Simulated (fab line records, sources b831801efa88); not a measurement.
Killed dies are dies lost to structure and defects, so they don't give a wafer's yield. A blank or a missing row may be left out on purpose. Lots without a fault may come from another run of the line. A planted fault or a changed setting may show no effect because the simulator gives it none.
One fault seen from 2 desks | flow sky130 | each desk has only its own numbers; what lay behind them comes last

THE METROLOGY DESK
What the gauges read, lot by lot, whatever tool the lot ran on: means of the sampled wafers that have a number. A lot is out of limits, marked OUT, if its mean lies more than 4 standard deviations from the usual mean; the brackets give that distance.
Columns: A = GATE_OXIDE_OVL at SKY_GATE_OXIDE_OVL_MEAS_10, usual 0.1 nm; B = LDD_HVP_OVL at SKY_LDD_HVP_OVL_MEAS_07, usual 0.2 nm; C = SD_P_OVL at SKY_SD_P_OVL_MEAS_08, usual 0.3 nm
lot  | first seen here | A    | B    | C
L811 | day 14 07:45    | 0.7  | 0.4  | 1.6
L810 | day 14 08:20    | -1.1 | 0.3  | -1.9
L813 | day 14 14:04    | -0.0 | 1.4  | 0.5
L814 | day 14 19:59    | -1.7 | 1.2  | 1.1
L815 | day 15 08:24    | -0.5 | -0.2 | -2.0
L817 | day 16 09:56    | 1.9  | 0.5  | 0.2
L818 | day 16 23:32    | -0.4 | -1.3 | -1.5
L819 | day 17 12:13    | 0.0  | 0.7  | 0.3
L825 | day 19 00:05    | -0.4 | -0.7 | 0.6
L826 | day 19 12:00    | 0.3  | -0.7 | -0.1
L828 | day 20 03:49    | -0.6 | -0.0 | 0.5
L830 | day 20 20:43    | -0.4 | 0.7  | -0.1
L832 | day 21 16:57    | 2.3  | 1.4  | 1.5
L833 | day 21 20:49    | 1.3  | 0.2  | 0.8
This desk's finding: nothing out of limits on any of the 14 lots.

THE TOOL OWNER'S DESK: wet_bench-02
The tool's own readings at SKY_LDD_LDN_CLEAN_14 (cleans in SC1/SC2, time 150 s): means of the sampled wafers that have a number, for each lot that ran on this tool. A lot is out of limits, marked OUT, if its mean lies more than 4 standard deviations from the usual mean; the brackets give that distance.
Columns: A = bath_guard_temp_C at SKY_LDD_LDN_CLEAN_14, usual 70.3 C; B = bath_heat_duty_pct at SKY_LDD_LDN_CLEAN_14, usual 14.0 %
lot  | first seen here | A    | B
L818 | day 26 05:17    | 70.5 | 13.1
L828 | day 29 07:44    | 70.7 | 13.4
L830 | day 29 21:35    | 69.7 | 11.9
L833 | day 30 21:23    | 70.3 | 13.1
This desk's finding: nothing out of limits on any of the 4 lots.

PUT TOGETHER
The metrology desk saw nothing out of limits.
The tool owner's desk saw nothing out of limits.

WHAT THE SIMULATOR HAD PUT IN
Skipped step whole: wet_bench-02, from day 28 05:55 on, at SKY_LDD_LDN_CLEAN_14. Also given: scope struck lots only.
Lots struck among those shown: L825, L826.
